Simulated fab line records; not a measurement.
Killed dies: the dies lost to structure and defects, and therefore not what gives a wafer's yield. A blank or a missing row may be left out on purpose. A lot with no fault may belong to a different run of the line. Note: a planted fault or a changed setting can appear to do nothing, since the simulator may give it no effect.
Which of the tools did it? + flow gf180mcu + Sampling: 7 lots, 21 wafers, 2 of 602 route steps

== WHAT THE GAUGES READ, wafer by wafer ==
GF_HV_LDD_RS_MEAS_53: uses a four-point probe to measure.
| lot  | measured     | on            | HV_LDD_RS (ohm/sq) |
|------|--------------|---------------|--------------------|
| L212 | day 12 17:09 | film-metro-04 | 420.6 419.7 421.3  |
| L217 | day 14 03:22 | film-metro-01 | 419.3 419.9 420.0  |
| L221 | day 15 13:33 | film-metro-04 | 418.7 419.5 418.7  |
| L223 | day 16 06:56 | film-metro-03 | 418.8 417.3 418.2  |
| L225 | day 17 05:39 | film-metro-04 | 424.6 424.9 425.3  |
| L232 | day 19 14:15 | film-metro-01 | 420.2 419.4 419.4  |
| L234 | day 20 10:18 | film-metro-04 | 420.9 420.9 421.5  |

== WHICH TOOL RAN EACH LOT (tool, then ch and the chambers of the sampled wafers, then the start) ==
| lot  | GF_HV_LDD_IMPLANT_33            |
|------|---------------------------------|
| L212 | implanter-02 ch 0, day 11 21:05 |
| L217 | implanter-03 ch 0, day 13 07:19 |
| L221 | implanter-01 ch 0, day 14 16:25 |
| L223 | implanter-02 ch 0, day 15 07:27 |
| L225 | implanter-03 ch 0, day 16 05:40 |
| L232 | implanter-01 ch 0, day 18 13:36 |
| L234 | implanter-02 ch 0, day 19 08:45 |
- GF_HV_LDD_IMPLANT_33

== THE ANSWER, worked out from the rows above alone ==
Rule: what is usual is taken from the lots themselves. The widest of any qualifying gaps counts: lots, ordered by their means at a reading, are off when they make up no more than a third of the lots, leave a main group of 4 or more, and stand apart from it by 3 or more times the standard deviation of that group's means. A main group is skipped when, at the precision printed for the reading in the tables above, its means are all equal. A lot without any number at a reading at which 4 lots or more have one is off too. Where the step has rows for the other lots, those lots are counted as sound.
Off: L225, at GF_HV_LDD_RS_MEAS_53 (HV_LDD_RS). For the main group the mean is 419.7 ohm/sq and the standard deviation 0.98.
A tool fits if, at a process step before that reading, it ran every lot that is off, and no sound lot after the first of them. Those tools and the gauges at GF_HV_LDD_RS_MEAS_53 are tried in the same way. One fits: GF_HV_LDD_IMPLANT_33 on implanter-03. A fault onset in the window from L217 (day 13 07:19, its last sound lot) to L225 (day 16 05:40, its first lot off) fits.

== WHAT THE SIMULATOR HAD INSERTED ==
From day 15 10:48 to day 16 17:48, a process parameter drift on implanter-03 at GF_HV_LDD_IMPLANT_33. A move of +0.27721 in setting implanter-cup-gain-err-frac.
Shown lots that were struck: L225. The same result came from the rule above.
